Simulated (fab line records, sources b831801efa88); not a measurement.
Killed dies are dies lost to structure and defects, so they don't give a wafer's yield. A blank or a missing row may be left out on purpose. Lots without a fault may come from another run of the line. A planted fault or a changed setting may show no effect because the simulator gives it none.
A struck lot beside a sound one | flow gf180mcu | 14 steps out of a route of 602
Sound: wafers L186.2, L186.3, L186.5. Struck: wafers L191.1, L191.4, L191.6. The cause comes at the end.
At each step with rows: each side's tool, then ch and its chambers, then its first start. Under that, the readings that differ: sound wafers | struck wafers | difference of the means | sigmas: that difference in standard deviations of wafers without a fault.
alike: readings whose means differ by less than 2 such deviations, and words and numbers that are the same on both sides. not compared: withheld readings, readings that some wafer has no value for, bounds like >300 that may hide the same value, and numbers for which the record gives no deviation and whose values overlap.
The two part at a step that has a row with sigmas, a row that says differs or no value, or rows on one side only. Numbers that don't overlap but have no deviation are shown without sigmas and don't part them. A reading that every wafer of one side lacks parts them only if that side has two wafers or more.

GF_V3_CD_MEAS_14: target cd 260 nm.
  sound on cd_sem-02, day 25 09:01; struck on cd_sem-02, day 27 01:13
  alike: cd_nm
GF_V3_OVL_MEAS_15:
  sound on overlay-01, day 25 09:08; struck on overlay-02, day 27 01:20
  reading     | sound      | struck | difference | sigmas
  V3_OVL (nm) | -9 -16 -11 | 6 1 4  | +16        | +3
GF_V3_ETCH_16: etches BARC in N2/H2.
  sound on rie_diel-01 ch 0,1,2, day 25 09:10; struck on rie_diel-03 ch 0,1, day 27 01:23
  alike: drypump_motor_current_A, oes_product_au, throttle_valve_pct
GF_V3_ETCH_17: etches SiO2 in C4F8/O2/Ar, stops on TiN, target depth 635 nm.
  sound on rie_diel-01 ch 0,1,2; struck on rie_diel-03 ch 0,1
  alike: oes_product_au
GF_V3_STRIP_18: strips in O2/N2.
  sound on plasma_asher-03 ch 0,1, day 25 09:17; struck on plasma_asher-03 ch 0,1, day 27 01:31
  alike: drypump_motor_current_A, heater_power_w, oes_product_au
  not compared: rf_hours_counter_h
then, 3 steps without rows for these wafers: GF_V3_STRIP_19 (strips in post etch residue remover, time 1200 s); GF_V3_CLEAN_20 (cleans in DIW); GF_V3_SPUTTER_21 (material Ti, target thk 15 nm, time 80.02 s).
GF_V3_SPUTTER_22: material TiN, target thk 10 nm, time 40 s.
  sound on pvd_sputter-02, day 25 09:53; struck on pvd_sputter-03, day 27 02:06
  alike: throttle_valve_pct
GF_V3_CVD_23: deposits W, target thk 350 nm, time 104.9 s.
  sound on cvd_w-02 ch 0,1, day 25 09:56; struck on cvd_w-01 ch 0,1, day 27 02:08
  alike: heater_power_w
GF_V3_RS_MEAS_24: measures by four-point-probe.
  sound on film_metro-04, day 25 10:04; struck on film_metro-04, day 27 02:15
  alike: V3_W_RS
GF_V3_THK_MEAS_25: measures by xrf.
  sound on film_metro-04, day 25 10:10; struck on film_metro-04, day 27 02:22
  alike: V3_W_THK
GF_V3_CMP_26: polishes, stops on SiO2, t overpolish 15 s, target thk 0 nm.
  sound on cmp-01 ch 1,2, day 25 10:13; struck on cmp-01 ch 1,2,3, day 27 02:29
  reading                | sound                | struck            | difference | sigmas
  overpolish_run_s (s)   | 14.992 14.993 15.010 | 0.036 0.046 0.043 | -14.957    | -99 or more
  time_to_endpoint_s (s) | 91 99 95             | 130 131 131       | +36        | +8
  alike: motor_current_A, retaining_ring_pressure_frac
-- the record jumps here: 6 days lie between the struck wafers' starts before and after (it left off in module V3 and takes up again in module PASSIVATION, whose first step shown is number 602 of the route) --
GF_PASSIVATION_PROBE_99:
  the record has rows for the struck wafers here (prober-02, day 32 21:41) and none for the sound ones

WHERE THEY PART
First at GF_V3_OVL_MEAS_15; last, within this record, at GF_PASSIVATION_PROBE_99.

WHY: what the simulator had put in
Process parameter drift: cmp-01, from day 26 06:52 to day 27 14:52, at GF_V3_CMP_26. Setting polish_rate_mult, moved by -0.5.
